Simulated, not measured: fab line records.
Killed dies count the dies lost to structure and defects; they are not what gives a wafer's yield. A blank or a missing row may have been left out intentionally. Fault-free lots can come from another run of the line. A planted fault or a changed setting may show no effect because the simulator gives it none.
fab line records -- flow sky130
record: lots: 12, wafers: 36, lastDay: 50
route steps=708 shown METAL1@439 VIA1@478 CAPM@537 VIA3@573
lots with no fault: from the same line, run without faults
startH: hours from the record's opening day to when the first of the lot's shown wafers began -- waitH: time in hours since the lot's previous step -- " unchanged from the row above -- L1.1+2: several wafers, shown together as one row -- - no value present, or no start provided -- * or withheld: withheld -- < > ~ a bound
route shown NAME@n: names a module that has steps shown in the file, with the first one's number in the route -- usual: mean and standard deviation over wafers with no fault -- same: alike in all rows -- chamber/n: place in a boat -- sites: readings site by site -- _std_site: standard deviation across them -- _edge_site: outer sites' mean less inner sites' -- radiusMm: how far each site lies from the wafer's centre -- mask NAME#n: copy n -- behind: the last tool/chamber to shape the wafer -- hold: why the lot was held/for how many hours/how that ended -- device: transistor that didn't switch, given as n, p or np -- end of line: the same wafers' tests at the end of the route -- step lacking rows: just its recipe -- killed: count of dies lost to structure and defects at first sort (not the wafer's yield) -- map: dies across one wafer; x = killed, . = not, _ = none there
set.NAME: the setting that was run; set.NAME@STEP: the one run at that earlier step -- model.NAME: the simulator's own value behind a step, which no gauge read
one table for each step of the route and one row for each wafer, over a sample of lots
services: a tool's chamber out of use, with start hour (startH, from the record's first day; less than 0 if before it), hours out, and reason
== steps ==
step: SKY_METAL1_RS_MEAS_05
recipe: thkMeasGauge: four-point-probe, reads: TiN_of_METAL1_SPUTTER_04+Ti_of_METAL1_SPUTTER_03+AlCu_of_METAL1_SPUTTER_02+TiN_of_METAL1_SPUTTER_01+Ti_of_METAL1_SPUTTER_00
usual: METAL1_ALCU_RS: 0.1264/0.00096
lot.wafer,tool,chamber,startH,waitH,METAL1_ALCU_RS[ohm/sq]
L286.2,filmMetro-04,-,737.60,0.0,0.1251
L286.4,filmMetro-04,-,737.60,0.0,0.1253
L286.5,filmMetro-04,-,737.60,0.0,0.1259
L288.1,filmMetro-04,-,759.48,0.0,0.1275
L288.2,filmMetro-04,-,759.48,0.0,0.1272
L288.6,filmMetro-04,-,759.48,0.0,0.1264
L290.1,filmMetro-04,-,778.69,0.0,0.1278
L290.5,filmMetro-04,-,778.69,0.0,0.1277
L290.6,filmMetro-04,-,778.69,0.0,0.1269
L291.1,filmMetro-02,-,785.68,0.0,0.1257
L291.2,filmMetro-02,-,785.68,0.0,0.1264
L291.5,filmMetro-02,-,785.68,0.0,0.1267
L294.3,filmMetro-04,-,803.38,0.1,0.1262
L294.4,filmMetro-04,-,803.38,0.1,0.1260
L294.5,filmMetro-04,-,803.38,0.1,0.1265
L293.2,filmMetro-02,-,804.54,0.0,0.1260
L293.5,filmMetro-02,-,804.54,0.0,0.1275
L293.6,filmMetro-02,-,804.54,0.0,0.1262
L296.3,filmMetro-04,-,826.44,0.1,0.1266
L296.4,filmMetro-04,-,826.44,0.1,0.1263
L296.5,filmMetro-04,-,826.44,0.1,0.1279
L300.3,filmMetro-04,-,853.55,0.1,0.1281
L300.4,filmMetro-04,-,853.55,0.1,0.1268
L300.5,filmMetro-04,-,853.55,0.1,0.1267
L301.3,filmMetro-04,-,862.97,0.1,0.1271
L301.5,filmMetro-04,-,862.97,0.1,0.1265
L301.6,filmMetro-04,-,862.97,0.1,0.1275
L306.2,filmMetro-02,-,888.69,0.0,0.1274
L306.3,filmMetro-02,-,888.69,0.0,0.1266
L306.5,filmMetro-02,-,888.69,0.0,0.1265
L307.4,filmMetro-02,-,907.14,0.1,0.1271
L307.5,filmMetro-02,-,907.14,0.1,0.1272
L307.6,filmMetro-02,-,907.14,0.1,0.1275
L308.1,filmMetro-04,-,912.57,0.0,0.1268
L308.4,filmMetro-04,-,912.57,0.0,0.1261
L308.6,filmMetro-04,-,912.57,0.0,0.1270
step: SKY_VIA1_SPUTTER_20
recipe: material: TiN, targetThkNm: 20, chamberPressurePa: 5, powerW: 4000, timeS: 80
usual: throttleValvePct: 29.9/0.86
lot.wafer,tool,chamber,startH,waitH,throttleValvePct
L286.2,pvdSputter-03,-,792.77,0.0,29.1
L286.4,pvdSputter-03,-,792.77,0.0,29.7
L286.5,pvdSputter-03,-,792.77,0.0,29.8
L288.1,pvdSputter-01,-,813.94,0.0,31.3
L288.2,pvdSputter-01,-,813.94,0.0,27.8
L288.6,pvdSputter-01,-,813.94,0.0,27.9
L290.1,pvdSputter-03,-,833.40,0.0,29.1
L290.5,pvdSputter-03,-,833.40,0.0,30.7
L290.6,pvdSputter-03,-,833.40,0.0,29.0
L291.1,pvdSputter-02,-,840.77,0.0,30.2
L291.2,pvdSputter-02,-,840.77,0.0,31.3
L291.5,pvdSputter-02,-,840.77,0.0,30.4
L294.3,pvdSputter-01,-,859.24,0.0,28.0
L294.4,pvdSputter-01,-,859.24,0.0,29.8
L294.5,pvdSputter-01,-,859.24,0.0,30.0
L293.2,pvdSputter-02,-,860.19,0.0,31.3
L293.5,pvdSputter-02,-,860.19,0.0,30.5
L293.6,pvdSputter-02,-,860.19,0.0,31.1
L296.3,pvdSputter-01,-,880.50,0.0,30.2
L296.4,pvdSputter-01,-,880.50,0.0,28.2
L296.5,pvdSputter-01,-,880.50,0.0,30.3
L300.3,pvdSputter-01,-,907.37,0.0,29.9
L300.4,pvdSputter-01,-,907.37,0.0,27.7
L300.5,pvdSputter-01,-,907.37,0.0,31.5
L301.3,pvdSputter-03,-,916.94,0.0,30.0
L301.5,pvdSputter-03,-,916.94,0.0,30.1
L301.6,pvdSputter-03,-,916.94,0.0,29.0
L306.2,pvdSputter-03,-,941.20,0.0,28.8
L306.3,pvdSputter-03,-,941.20,0.0,29.8
L306.5,pvdSputter-03,-,941.20,0.0,29.2
L307.4,pvdSputter-03,-,957.92,0.0,29.8
L307.5,pvdSputter-03,-,957.92,0.0,30.0
L307.6,pvdSputter-03,-,957.92,0.0,29.9
L308.1,pvdSputter-03,-,964.09,0.0,29.9
L308.4,pvdSputter-03,-,964.09,0.0,30.4
L308.6,pvdSputter-03,-,964.09,0.0,30.0
step: SKY_CAPM_CVD_00
recipe: material: SiO2, targetThkNm: 15.5, tempC: 400, timeS: withheld, rfW: 450
usual: heaterPowerW: 720/71, susceptorTempC: 399.99/0.22
lot.wafer,tool,chamber,startH,waitH,heaterPowerW,susceptorTempC
L286.2,pecvd-04,2,848.81,0.0,808,400.08
L286.4,pecvd-04,0,848.81,0.0,723,400.28
L286.5,pecvd-04,2,848.81,0.0,805,400.01
L288.1,pecvd-01,1,870.90,0.0,693,399.98
L288.2,pecvd-01,0,870.90,0.0,772,400.06
L288.6,pecvd-01,1,870.90,0.0,715,399.88
L290.1,pecvd-04,1,890.56,0.0,713,399.81
L290.5,pecvd-04,2,890.56,0.0,787,399.94
L290.6,pecvd-04,1,890.56,0.0,704,400.27
L291.1,pecvd-04,2,896.04,0.0,767,400.39
L291.2,pecvd-04,1,896.04,0.0,650,400.11
L291.5,pecvd-04,1,896.04,0.0,637,400.23
L294.3,pecvd-04,1,914.32,0.0,781,399.92
L294.4,pecvd-04,2,914.32,0.0,645,400.33
L294.5,pecvd-04,1,914.32,0.0,771,400.09
L293.2,pecvd-02,2,915.79,0.0,596,400.18
L293.5,pecvd-02,1,915.79,0.0,798,399.97
L293.6,pecvd-02,0,915.79,0.0,685,399.60
L296.3,pecvd-01,2,934.94,0.0,620,400.02
L296.4,pecvd-01,0,934.94,0.0,710,399.93
L296.5,pecvd-01,1,934.94,0.0,777,400.15
L300.3,pecvd-01,0,960.41,0.0,793,400.18
L300.4,pecvd-01,0,960.41,0.0,767,400.19
L300.5,pecvd-01,2,960.41,0.0,569,399.91
L301.3,pecvd-02,1,970.30,0.0,772,400.03
L301.5,pecvd-02,2,970.30,0.0,648,399.80
L301.6,pecvd-02,0,970.30,0.0,630,399.98
L306.2,pecvd-01,0,992.56,0.0,812,399.66
L306.3,pecvd-01,2,992.56,0.0,605,400.25
L306.5,pecvd-01,2,992.56,0.0,584,400.05
L307.4,pecvd-02,2,1009.59,0.0,668,399.83
L307.5,pecvd-02,0,1009.59,0.0,757,399.95
L307.6,pecvd-02,1,1009.59,0.0,782,400.05
L308.1,pecvd-04,2,1015.93,0.0,784,399.93
L308.4,pecvd-04,0,1015.93,0.0,764,400.05
L308.6,pecvd-04,2,1015.93,0.0,790,400.05
step: SKY_VIA3_HDPCVD_00
recipe: material: SiO2, targetThkNm: 1635, sigmaOpenFrac: 0.3, timeS: 272.5, tempC: 400, sih4FlowSccm: 60, pressureMtorr: 6
usual: runLengthS: 300.3/0.56, susceptorTempC: 399.99/0.21
lot.wafer,tool,chamber,startH,waitH,runLengthS,susceptorTempC
L286.2,hdpcvd-02,0,902.16,0.0,299.7,399.62
L286.4,hdpcvd-02,2,902.16,0.0,300.5,399.95
L286.5,hdpcvd-02,1,902.16,0.0,300.2,399.94
L288.1,hdpcvd-01,2,923.38,0.0,299.6,399.85
L288.2,hdpcvd-01,0,923.38,0.0,300.4,400.07
L288.6,hdpcvd-01,2,923.38,0.0,299.8,400.40
L290.1,hdpcvd-01,2,943.09,0.0,299.5,399.82
L290.5,hdpcvd-01,1,943.09,0.0,301.3,399.66
L290.6,hdpcvd-01,2,943.09,0.0,299.5,400.00
L291.1,hdpcvd-02,0,947.56,0.0,300.0,400.36
L291.2,hdpcvd-02,1,947.56,0.0,300.1,400.17
L291.5,hdpcvd-02,0,947.56,0.0,300.2,400.37
L294.3,hdpcvd-02,1,964.88,0.0,300.0,400.12
L294.4,hdpcvd-02,0,964.88,0.0,299.7,399.51
L294.5,hdpcvd-02,2,964.88,0.0,300.2,399.82
L293.2,hdpcvd-01,1,966.91,0.0,301.0,399.86
L293.5,hdpcvd-01,1,966.91,0.0,301.4,399.92
L293.6,hdpcvd-01,2,966.91,0.0,299.5,399.74
L296.3,hdpcvd-01,1,985.27,0.0,301.1,399.67
L296.4,hdpcvd-01,2,985.27,0.0,299.9,399.56
L296.5,hdpcvd-01,1,985.27,0.0,301.8,399.66
L300.3,hdpcvd-01,0,1010.43,0.0,307.2,400.07
L300.4,hdpcvd-01,0,1010.43,0.0,307.2,400.10
L300.5,hdpcvd-01,1,1010.43,0.0,308.3,400.54
L301.3,hdpcvd-01,0,1019.73,0.0,307.6,399.98
L301.5,hdpcvd-01,2,1019.73,0.0,307.6,400.04
L301.6,hdpcvd-01,0,1019.73,0.0,307.0,400.02
L306.2,hdpcvd-02,0,1039.93,0.0,300.6,399.92
L306.3,hdpcvd-02,1,1039.93,0.0,299.9,399.81
L306.5,hdpcvd-02,2,1039.93,0.0,300.8,399.95
L307.4,hdpcvd-02,1,1055.13,0.1,299.9,399.90
L307.5,hdpcvd-02,0,1055.13,0.1,299.8,399.72
L307.6,hdpcvd-02,2,1055.13,0.1,300.2,399.81
L308.1,hdpcvd-02,0,1062.84,0.0,300.3,399.85
L308.4,hdpcvd-02,2,1062.84,0.0,300.1,399.95
L308.6,hdpcvd-02,1,1062.84,0.0,300.5,399.62
== services ==
tool,chamber,startH,hours,kind
hdpcvd-02,-,781.84,1.9,repair
hdpcvd-01,-,808.77,3.4,repair
pvdSputter-03,-,814.58,1.2,repair
hdpcvd-02,-,818.46,14.6,pm
pecvd-04,-,822.54,2.8,pm
pecvd-04,-,825.46,0.9,repair
hdpcvd-02,-,866.10,0.7,repair
pvdSputter-01,-,867.88,12.1,repair
pecvd-04,-,875.03,1.6,repair
pecvd-04,-,925.15,28.1,pm
pecvd-02,-,927.39,2.8,pm
hdpcvd-01,-,932.67,0.4,repair
pvdSputter-01,-,936.49,51.4,repair
pecvd-01,-,945.89,1.4,repair
hdpcvd-01,-,950.35,15.0,pm
hdpcvd-01,0,950.35,15.0,ventCycle
hdpcvd-01,1,950.35,15.0,ventCycle
pvdSputter-01,-,953.44,6.6,repair
pecvd-04,-,1016.91,6.0,pm
pecvd-01,-,1025.80,0.6,repair
hdpcvd-02,2,1040.23,5.6,repair
pvdSputter-03,-,1046.42,24.0,repair
pecvd-01,-,1047.41,14.6,pm
pecvd-04,0,1047.57,2.3,repair
== key ==
firstSign: step: SKY_VIA3_HDPCVD_00, reading: runLengthS, direction: up, sigmas: 13, usual: *, struck: *
effect none on later readings
metAt SKY_VIA3_HDPCVD_00
struckLots L300,L301
notActingAt SKY_METAL1_RS_MEAS_05,SKY_VIA1_SPUTTER_20,SKY_CAPM_CVD_00
onsetBetween 985.27 1010.43
fault: kind: processParameterDrift, tool: hdpcvd-01, chamber: -, onsetH: 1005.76, steps: SKY_VIA3_HDPCVD_00, channel: timeS, offset: *, shape: step, endH: 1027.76, actsIn: *, stated: *
